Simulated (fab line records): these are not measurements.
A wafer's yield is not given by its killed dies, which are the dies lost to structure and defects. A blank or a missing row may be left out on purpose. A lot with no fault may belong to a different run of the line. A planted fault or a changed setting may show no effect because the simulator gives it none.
Tool commonality check / flow sky130 / Sample size 12 lots and 35 wafers

== WHAT PROMPTED THE OPENING ==
SKY_PASSIVATION_THK_MEAS_03, reading PASSIVATION_CVD_02_THK: flagged on 2 of 12 lots. No-fault wafers: 540 nm, standard deviation 7.2.
Rule: a lot is flagged in two cases, either no wafer of it has a number, or all its wafers with numbers fall more than 4 standard deviations from that mean. All remaining lots are regarded as sound.

lot=L116; measured=day 44 01:05; on=film_metro-02; PASSIVATION_CVD_02_THK (nm), wafer by wafer=540 553 543; flag=
lot=L117; measured=day 44 11:48; on=film_metro-02; PASSIVATION_CVD_02_THK (nm), wafer by wafer=545 553 531; flag=
lot=L119; measured=day 45 08:05; on=film_metro-02; PASSIVATION_CVD_02_THK (nm), wafer by wafer=534 547 535; flag=
lot=L120; measured=day 45 12:25; on=film_metro-03; PASSIVATION_CVD_02_THK (nm), wafer by wafer=532 541 545; flag=
lot=L123; measured=day 45 23:35; on=film_metro-02; PASSIVATION_CVD_02_THK (nm), wafer by wafer=524 536 549; flag=
lot=L124; measured=day 46 03:09; on=film_metro-04; PASSIVATION_CVD_02_THK (nm), wafer by wafer=541 549 557; flag=
lot=L126; measured=day 46 18:58; on=film_metro-03; PASSIVATION_CVD_02_THK (nm), wafer by wafer=535 545 540; flag=
lot=L127; measured=day 46 21:25; on=film_metro-02; PASSIVATION_CVD_02_THK (nm), wafer by wafer=540 537 550; flag=
lot=L128; measured=day 47 01:34; on=film_metro-04; PASSIVATION_CVD_02_THK (nm), wafer by wafer=540 540 554; flag=
lot=L136; measured=day 49 02:55; on=film_metro-04; PASSIVATION_CVD_02_THK (nm), wafer by wafer=591 603; flag=FLAGGED
lot=L137; measured=day 49 05:41; on=film_metro-03; PASSIVATION_CVD_02_THK (nm), wafer by wafer=591 599 583; flag=FLAGGED
lot=L138; measured=day 49 13:40; on=film_metro-02; PASSIVATION_CVD_02_THK (nm), wafer by wafer=525 539 542; flag=
On average the flagged lots' numbers are 593 nm, which is +53 nm against the usual, or +7 standard deviations.

== LOT BY LOT: THE TOOL USED ==
The record holds 3 process steps before the reading, out of a route of 708 steps. Read each cell as the tool, then ch plus the chambers that the sampled wafers visited, then the start.
lot=L116; flag=; SKY_METAL4_ETCH_16=rie_metal-02 ch 0,1, day 41 22:40; SKY_METAL5_SPUTTER_03=pvd_sputter-04, day 43 00:35; SKY_PASSIVATION_CVD_02=pecvd-02 ch 0,1, day 44 00:51
lot=L117; flag=; SKY_METAL4_ETCH_16=rie_metal-02 ch 0,1, day 42 11:28; SKY_METAL5_SPUTTER_03=pvd_sputter-01, day 43 12:23; SKY_PASSIVATION_CVD_02=pecvd-04 ch 0,1, day 44 11:34
lot=L119; flag=; SKY_METAL4_ETCH_16=rie_metal-03 ch 0,1, day 43 07:13; SKY_METAL5_SPUTTER_03=pvd_sputter-02, day 44 09:04; SKY_PASSIVATION_CVD_02=pecvd-02 ch 0,1,2, day 45 07:52
lot=L120; flag=; SKY_METAL4_ETCH_16=rie_metal-02 ch 0,1, day 43 13:53; SKY_METAL5_SPUTTER_03=pvd_sputter-01, day 44 14:55; SKY_PASSIVATION_CVD_02=pecvd-02 ch 0,2, day 45 12:11
lot=L123; flag=; SKY_METAL4_ETCH_16=rie_metal-01 ch 0,1, day 44 00:28; SKY_METAL5_SPUTTER_03=pvd_sputter-01, day 45 01:28; SKY_PASSIVATION_CVD_02=pecvd-04 ch 0,1, day 45 23:14
lot=L124; flag=; SKY_METAL4_ETCH_16=rie_metal-02 ch 0,1, day 44 05:04; SKY_METAL5_SPUTTER_03=pvd_sputter-04, day 45 05:26; SKY_PASSIVATION_CVD_02=pecvd-02 ch 0,1, day 46 02:55
lot=L126; flag=; SKY_METAL4_ETCH_16=rie_metal-03 ch 0,1, day 44 21:24; SKY_METAL5_SPUTTER_03=pvd_sputter-01, day 45 21:32; SKY_PASSIVATION_CVD_02=pecvd-04 ch 0,1,2, day 46 18:43
lot=L127; flag=; SKY_METAL4_ETCH_16=rie_metal-01 ch 0,1, day 44 23:50; SKY_METAL5_SPUTTER_03=pvd_sputter-01, day 46 00:17; SKY_PASSIVATION_CVD_02=pecvd-02 ch 0,1, day 46 21:12
lot=L128; flag=; SKY_METAL4_ETCH_16=rie_metal-03 ch 0, day 45 04:48; SKY_METAL5_SPUTTER_03=pvd_sputter-02, day 46 04:09; SKY_PASSIVATION_CVD_02=pecvd-04 ch 1,2, day 47 01:20
lot=L136; flag=FLAGGED; SKY_METAL4_ETCH_16=rie_metal-03 ch 0,1, day 47 08:49; SKY_METAL5_SPUTTER_03=pvd_sputter-01, day 48 07:50; SKY_PASSIVATION_CVD_02=pecvd-04 ch 1, day 49 02:34
lot=L137; flag=FLAGGED; SKY_METAL4_ETCH_16=rie_metal-02 ch 0,1, day 47 12:59; SKY_METAL5_SPUTTER_03=pvd_sputter-01, day 48 10:13; SKY_PASSIVATION_CVD_02=pecvd-04 ch 0,1, day 49 05:20
lot=L138; flag=; SKY_METAL4_ETCH_16=rie_metal-01 ch 0,1, day 47 21:07; SKY_METAL5_SPUTTER_03=pvd_sputter-04, day 48 19:00; SKY_PASSIVATION_CVD_02=pecvd-02 ch 0,2, day 49 13:25
These steps, and what they do:
- SKY_METAL4_ETCH_16: etches BARC in N2/H2, stops on SiO2, time 88.2 s, target depth 60 nm.
- SKY_METAL5_SPUTTER_03: material Ti, target thk 5 nm, time 3.3 s.
- SKY_PASSIVATION_CVD_02: deposits Si3N4, target thk 540 nm.
- SKY_PASSIVATION_THK_MEAS_03

== FLAGGED OVER TOTAL, TOOL BY TOOL (the gauges that took the reading come last) ==
step=SKY_METAL4_ETCH_16; tool=rie_metal-01; lots run=3; flagged=0; share of the flagged lots=none; sound lots run after its first flagged lot=-
step=SKY_METAL4_ETCH_16; tool=rie_metal-02; lots run=5; flagged=1; share of the flagged lots=some; sound lots run after its first flagged lot=0
step=SKY_METAL4_ETCH_16; tool=rie_metal-03; lots run=4; flagged=1; share of the flagged lots=some; sound lots run after its first flagged lot=0
step=SKY_METAL5_SPUTTER_03; tool=pvd_sputter-01; lots run=7; flagged=2; share of the flagged lots=all; sound lots run after its first flagged lot=0
step=SKY_METAL5_SPUTTER_03; tool=pvd_sputter-02; lots run=2; flagged=0; share of the flagged lots=none; sound lots run after its first flagged lot=-
step=SKY_METAL5_SPUTTER_03; tool=pvd_sputter-04; lots run=3; flagged=0; share of the flagged lots=none; sound lots run after its first flagged lot=-
step=SKY_PASSIVATION_CVD_02; tool=pecvd-02; lots run=6; flagged=0; share of the flagged lots=none; sound lots run after its first flagged lot=-
step=SKY_PASSIVATION_CVD_02; tool=pecvd-04; lots run=6; flagged=2; share of the flagged lots=all; sound lots run after its first flagged lot=0
step=SKY_PASSIVATION_THK_MEAS_03; tool=film_metro-02; lots run=6; flagged=0; share of the flagged lots=none; sound lots run after its first flagged lot=-
step=SKY_PASSIVATION_THK_MEAS_03; tool=film_metro-03; lots run=3; flagged=1; share of the flagged lots=some; sound lots run after its first flagged lot=0
step=SKY_PASSIVATION_THK_MEAS_03; tool=film_metro-04; lots run=3; flagged=1; share of the flagged lots=some; sound lots run after its first flagged lot=0

== WHAT THE TABLE PERMITS ==
2 rows of the table ran every flagged lot: pvd_sputter-01 at SKY_METAL5_SPUTTER_03, pecvd-04 at SKY_PASSIVATION_CVD_02.
- pvd_sputter-01 at SKY_METAL5_SPUTTER_03 ran 7 lots, 2 of them flagged. It ran its last sound lot, L127, at day 46 00:17 and its first flagged lot, L136, at day 48 07:50: a fault with its onset between the two fits.
- pecvd-04 at SKY_PASSIVATION_CVD_02 ran 6 lots, 2 of them flagged. It ran its last sound lot, L128, at day 47 01:20 and its first flagged lot, L136, at day 49 02:34: a fault with its onset between the two fits. Its own readings lie more than 4 standard deviations out on every wafer of the flagged lots: rf_fwd_power_W.
A lot count leaves these 2 tools indistinguishable: every one of them fits a fault beginning at some hour. More lots, or a look at what each step does to the wafer, might.

== WHAT THE SIMULATOR PUT IN ==
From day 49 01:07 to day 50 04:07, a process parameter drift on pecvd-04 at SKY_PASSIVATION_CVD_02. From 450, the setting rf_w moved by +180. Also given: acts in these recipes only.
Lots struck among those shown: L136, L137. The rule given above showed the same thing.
